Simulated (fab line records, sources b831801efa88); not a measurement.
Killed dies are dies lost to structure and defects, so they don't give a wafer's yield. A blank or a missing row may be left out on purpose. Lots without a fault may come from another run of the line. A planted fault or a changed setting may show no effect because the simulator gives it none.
A struck lot beside a sound one | flow sky130 | 36 steps out of a route of 708
Sound: wafers L529.1, L529.3, L529.5. Struck: wafers L540.2, L540.4, L540.6. The cause comes at the end.
At each step with rows: each side's tool, then ch and its chambers, then its first start. Under that, the readings that differ: sound wafers | struck wafers | difference of the means | sigmas: that difference in standard deviations of wafers without a fault.
alike: readings whose means differ by less than 2 such deviations, and words and numbers that are the same on both sides. not compared: withheld readings, readings that some wafer has no value for, bounds like >300 that may hide the same value, and numbers for which the record gives no deviation and whose values overlap.
The two part at a step that has a row with sigmas, a row that says differs or no value, or rows on one side only. Numbers that don't overlap but have no deviation are shown without sigmas and don't part them. A reading that every wafer of one side lacks parts them only if that side has two wafers or more.

first, 10 steps without rows for these wafers: SKY_DNWELL_DEVELOP_06 (develop time 60 s); SKY_DNWELL_IMPLANT_07; SKY_DNWELL_STRIP_08 (strips in O2/N2); SKY_PWDE_DEHYDRATE_00 (time 60 s); SKY_PWDE_HMDS_01 (prime time 60 s); SKY_PWDE_COAT_02 (resist thk 3000 nm); SKY_PWDE_SOFTBAKE_03; SKY_PWDE_EXPOSE_04 (exposes mask PWDEM, target cd 840 nm); SKY_PWDE_PEB_05; SKY_PWDE_DEVELOP_06 (develop time 60 s).
SKY_PWDE_IMPLANT_08:
  sound on implanter-02 ch 0, day 6 01:20; struck on implanter-02 ch 0, day 8 15:28
  reading                          | sound                     | struck                        | difference | sigmas
  beam_on_s (s)                    | 9.95 9.80 10.20           | 11.47 11.03 11.11             | +1.22      | +6
  end_station_pressure_torr (Torr) | 4.69e-06 5.47e-06 5.1e-06 | 7.347e-05 7.388e-05 8.041e-05 | +7.083e-05 | +99 or more
  faraday_current_uA               | 20.4 20.7 19.9            | 17.3 18.0 17.9                | -2.6       | -7
  alike: dose_ions_cm2
then, 1 step without rows for these wafers: SKY_PWDE_STRIP_09 (strips in O2/N2).
SKY_PWDE_TW_MEAS_10:
  sound on film_metro-04, day 6 01:35; struck on film_metro-04, day 8 15:55
  reading | sound             | struck            | difference | sigmas
  PWDE_TW | 373.3 375.7 374.5 | 386.9 387.0 388.9 | +13.1      | +7
  not compared: hold
then, 21 steps without rows for these wafers: SKY_NWELL_HMDS_04 (prime time 60 s); SKY_NWELL_COAT_05 (resist thk 3000 nm); SKY_NWELL_SOFTBAKE_06; SKY_NWELL_EXPOSE_07 (exposes mask NWM, target cd 840 nm); SKY_NWELL_PEB_08; SKY_NWELL_DEVELOP_09 (develop time 62.75 s); SKY_NWELL_IMPLANT_11; SKY_NWELL_IMPLANT_12; SKY_NWELL_IMPLANT_13; SKY_NWELL_STRIP_14 (strips in O2/N2); SKY_NWELL_DEHYDRATE_16 (time 60 s); SKY_NWELL_HMDS_17 (prime time 60 s); SKY_NWELL_COAT_18 (resist thk 3000 nm); SKY_NWELL_SOFTBAKE_19; SKY_NWELL_EXPOSE_20 (exposes mask NWM COMPLEMENT, target cd 840 nm); SKY_NWELL_PEB_21; SKY_NWELL_DEVELOP_22 (develop time 60 s); SKY_NWELL_IMPLANT_24; SKY_NWELL_STRIP_25 (strips in O2/N2); SKY_NWELL_CLEAN_27 (cleans in SC1/SC2, time 150 s); SKY_NWELL_RTA_28 (time 30 s).
SKY_NWELL_RS_MEAS_31: measures by four-point-probe.
  sound on film_metro-02, day 7 18:14; struck on film_metro-02, day 10 12:50
  reading          | sound          | struck         | difference | sigmas
  PWDE_RS (ohm/sq) | 5294 5288 5285 | 4816 4818 4795 | -479       | -32
  not compared: hold
-- the record jumps here: 41 days lie between the struck wafers' starts before and after (it left off in module NWELL and takes up again in module PAD_OPEN, whose first step shown is number 708 of the route) --
SKY_PAD_OPEN_PROBE_99:
  sound on prober-01, day 48 22:39; struck on prober-02, day 51 03:49
  reading                                   | sound          | struck         | difference | sigmas
  model.etest.res_p_drift_20v.rs_ohm_sq     | 9288 9348 9161 | 8465 8255 8330 | -916       |
  model.etest.res_pwde_under_gate.rs_ohm_sq | 6101 6154 6179 | 5565 5578 5529 | -587       |
  alike: killed_at_M0_to_M3, killed_at_M4_up, killed_at_contacts, killed_at_front_end, killed_at_other, killed_dies, killed_open, killed_short

WHERE THEY PART
First at SKY_PWDE_IMPLANT_08; last, within this record, at SKY_NWELL_RS_MEAS_31. Later steps at which nothing parts them and some readings are alike: SKY_PAD_OPEN_PROBE_99.

WHY: what the simulator had put in
Process parameter drift: implanter-02, from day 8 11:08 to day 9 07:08, at SKY_PWDE_IMPLANT_08. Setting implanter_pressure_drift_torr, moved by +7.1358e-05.
Process parameter drift: implanter-02, from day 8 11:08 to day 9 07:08, at SKY_PWDE_IMPLANT_08. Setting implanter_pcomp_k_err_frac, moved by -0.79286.
